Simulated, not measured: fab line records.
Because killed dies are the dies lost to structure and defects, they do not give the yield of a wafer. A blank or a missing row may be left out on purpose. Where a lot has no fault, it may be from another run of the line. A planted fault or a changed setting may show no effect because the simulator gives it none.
The tool behind it: which one? + flow gf180mcu + 40 wafers from 14 lots sampled at 5 of the route's 602 steps

## WHAT THE GAUGES READ, wafer by wafer
GF_HV_LDD_CD_MEAS_19: target cd 400 nm. Usual: cd nm at 395.3 nm, with a standard deviation of 2.2.
| lot  | measured     | on        | cd nm (nm)        | flag |
|------|--------------|-----------|-------------------|------|
| L383 | day 11 05:24 | cd sem-01 | 394.1 391.8 392.9 |      |
| L384 | day 11 11:33 | cd sem-02 | 391.9 392.0 392.3 |      |
| L385 | day 11 20:52 | cd sem-02 | 397.7 398.3 397.7 |      |
| L386 | day 12 06:14 | cd sem-01 | 394.9 393.6 393.5 |      |
| L387 | day 12 14:31 | cd sem-02 | 393.6 392.9 393.3 |      |
| L388 | day 12 18:31 | cd sem-02 | 396.7 396.0 396.3 |      |
| L389 | day 13 07:14 | cd sem-01 | 392.7 392.2 395.7 |      |
| L391 | day 14 07:49 | cd sem-01 | 395.5 394.0 392.2 |      |
| L392 | day 14 10:13 | cd sem-02 | 390.4 392.5 391.3 |      |
| L394 | day 14 23:03 | cd sem-01 | 397.1 398.8 396.6 |      |
| L395 | day 15 09:38 | cd sem-01 | 396.9 396.6 395.1 |      |
| L396 | day 15 15:56 | cd sem-02 | 400.7 401.5 402.1 |      |
| L398 | day 16 04:05 | cd sem-02 | 397.8             |      |
| L399 | day 16 10:05 | cd sem-02 | 397.3 398.6 396.1 |      |

GF_HV_LDD_TW_MEAS_50. Usual: HV_LDD_4_TW gives 566 (standard deviation 4.4).
| lot  | measured     | on            | HV_LDD_4_TW             | flag |
|------|--------------|---------------|-------------------------|------|
| L383 | day 12 21:25 | film metro-03 | 567 567 563             |      |
| L384 | day 13 03:31 | film metro-04 | 564 563 562             |      |
| L385 | day 13 13:49 | film metro-03 | 569 567 565             |      |
| L386 | day 13 23:25 | film metro-03 | 566 569 567             |      |
| L387 | day 14 08:50 | film metro-03 | 566 564 565             |      |
| L388 | day 14 12:08 | film metro-01 | 569 567 567             |      |
| L389 | day 15 00:46 | film metro-04 | 559 556 556             |      |
| L391 | day 16 02:34 | film metro-01 | 569 565 570             |      |
| L392 | day 16 05:13 | film metro-03 | 564 563 564             |      |
| L394 | day 16 18:32 | film metro-01 | 569 570 565             |      |
| L395 | day 17 05:43 | film metro-01 | 572 571 572             |      |
| L396 | day 17 13:40 | film metro-04 | 559 559 496 561 558 494 | OFF  |
| L398 | day 18 01:44 | film metro-01 | 504 504                 | OFF  |
| L399 | day 18 09:48 | film metro-04 | 565 568 568             |      |

GF_NSD_CD_MEAS_07: target cd 400 nm. Usual: cd nm at 399.8 nm, with a standard deviation of 2.8.
| lot  | measured     | on        | cd nm (nm)        | flag |
|------|--------------|-----------|-------------------|------|
| L383 | day 13 23:43 | cd sem-02 | 398.8 400.6 398.9 |      |
| L384 | day 14 04:32 | cd sem-02 | 397.2 400.8 395.3 |      |
| L385 | day 14 16:04 | cd sem-02 | 405.3 402.5 400.6 |      |
| L386 | day 15 00:44 | cd sem-02 | 401.9 400.3 402.0 |      |
| L387 | day 15 08:25 | cd sem-01 | 400.2 400.0 401.3 |      |
| L388 | day 15 11:48 | cd sem-02 | 397.1 394.6 394.9 |      |
| L389 | day 16 00:29 | cd sem-02 | 397.6 394.9 396.0 |      |
| L391 | day 17 03:19 | cd sem-02 | 401.3 400.1 400.4 |      |
| L392 | day 17 06:07 | cd sem-01 | 399.4 398.8 400.9 |      |
| L394 | day 17 20:22 | cd sem-02 | 402.2 401.3 401.2 |      |
| L395 | day 18 07:15 | cd sem-01 | 403.2 403.6 402.9 |      |
| L396 | day 18 16:08 | cd sem-01 | 403.3 405.4 403.1 |      |
| L398 | day 19 03:52 | cd sem-01 | 403.6             |      |
| L399 | day 19 14:22 | cd sem-02 | 399.4 400.4 398.2 |      |

## WHICH TOOL RAN EACH LOT (tool, then ch and the chambers of the sampled wafers, then the start)
| lot  | GF_HV_LDD_IMPLANT_48            | GF_HV_LDD_RTA_52                 |
|------|---------------------------------|----------------------------------|
| L383 | implanter-04 ch 0, day 12 21:10 | rtp anneal-02 ch 0, day 12 21:31 |
| L384 | implanter-01 ch 0, day 13 03:16 | rtp anneal-02 ch 0, day 13 03:37 |
| L385 | implanter-01 ch 0, day 13 13:34 | rtp anneal-01 ch 0, day 13 13:56 |
| L386 | implanter-03 ch 0, day 13 23:12 | rtp anneal-02 ch 0, day 13 23:32 |
| L387 | implanter-04 ch 0, day 14 08:38 | rtp anneal-01 ch 0, day 14 09:00 |
| L388 | implanter-03 ch 0, day 14 11:56 | rtp anneal-01 ch 0, day 14 12:15 |
| L389 | implanter-01 ch 0, day 15 00:31 | rtp anneal-02 ch 0, day 15 00:52 |
| L391 | implanter-03 ch 0, day 16 02:19 | rtp anneal-01 ch 0, day 16 02:40 |
| L392 | implanter-01 ch 0, day 16 04:59 | rtp anneal-02 ch 0, day 16 05:20 |
| L394 | implanter-04 ch 0, day 16 18:20 | rtp anneal-01 ch 0, day 16 18:41 |
| L395 | implanter-04 ch 0, day 17 05:28 | rtp anneal-01 ch 0, day 17 05:49 |
| L396 | implanter-04 ch 0, day 17 13:25 | rtp anneal-01 ch 0, day 17 17:07 |
| L398 | implanter-04 ch 0, day 18 01:33 | rtp anneal-01 ch 0, day 18 07:02 |
| L399 | implanter-03 ch 0, day 18 09:33 | rtp anneal-02 ch 0, day 18 09:55 |
- GF_HV_LDD_IMPLANT_48
- GF_HV_LDD_RTA_52: time 10 s.

## AS READ BY THE TOOLS THEMSELVES (means over the sampled wafers that have a number; for cases with no such wafer, the mark the record gives instead)
GF_HV_LDD_RTA_52. Usual: chamber o2 ppm 1.997, standard deviation 0.021; lamp power pct 37 %, standard deviation 3.5; wafer_temp_C_max 1003.2, standard deviation 0.66.
| lot  | tool          | chamber o2 ppm | lamp power pct (%) | wafer_temp_C_max | flag |
|------|---------------|----------------|--------------------|------------------|------|
| L383 | rtp anneal-02 | 1.995          | 41                 | 1003.6           |      |
| L384 | rtp anneal-02 | 2.001          | 41                 | 1003.1           |      |
| L385 | rtp anneal-01 | 2.033          | 34                 | 1004.4           |      |
| L386 | rtp anneal-02 | 1.990          | 41                 | 1002.9           |      |
| L387 | rtp anneal-01 | 2.008          | 34                 | 1002.7           |      |
| L388 | rtp anneal-01 | 1.993          | 34                 | 1003.1           |      |
| L389 | rtp anneal-02 | 2.008          | 41                 | 1002.3           |      |
| L391 | rtp anneal-01 | 2.011          | 34                 | 1002.9           |      |
| L392 | rtp anneal-02 | 1.973          | 41                 | 1002.9           |      |
| L394 | rtp anneal-01 | 1.983          | 34                 | 1003.1           |      |
| L395 | rtp anneal-01 | 2.021          | 34                 | 1002.5           |      |
| L396 | rtp anneal-01 | 1.977          | 34                 | 1003.0           |      |
| L398 | rtp anneal-01 | 1.971          | 34                 | 1004.0           |      |
| L399 | rtp anneal-02 | 1.992          | 41                 | 1002.7           |      |

## THE ANSWER, worked out from the rows above alone
Rule: a lot counts as off when the mean over its wafers that have a number is more than 3 standard deviations away from the usual mean. A lot without any number at a reading at which 4 lots or more have one is off too. Where the step has rows for the other lots, those lots are counted as sound. The gauges are gone through in route order, then the tools' own readings, and for those a lot's mean is taken as printed above. At the first step where some lot is off, the reading lying furthest off is the one used; lots without a number count as furthest.
Off: L396, L398, seen at GF_HV_LDD_TW_MEAS_50 (HV_LDD_4_TW).
A tool fits if, at a process step before that reading, it ran every lot that is off, and no sound lot after the first of them. The gauges at GF_HV_LDD_TW_MEAS_50 are tried like those tools. One fits: implanter-04 at GF_HV_LDD_IMPLANT_48. A fault onset in the window from L395 (day 17 05:28, its last sound lot) to L396 (day 17 13:25, its first lot off) fits.

## WHAT THE SIMULATOR HAD PUT IN
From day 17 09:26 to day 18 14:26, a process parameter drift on implanter-04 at GF_HV_LDD_IMPLANT_48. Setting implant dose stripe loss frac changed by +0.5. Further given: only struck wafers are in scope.
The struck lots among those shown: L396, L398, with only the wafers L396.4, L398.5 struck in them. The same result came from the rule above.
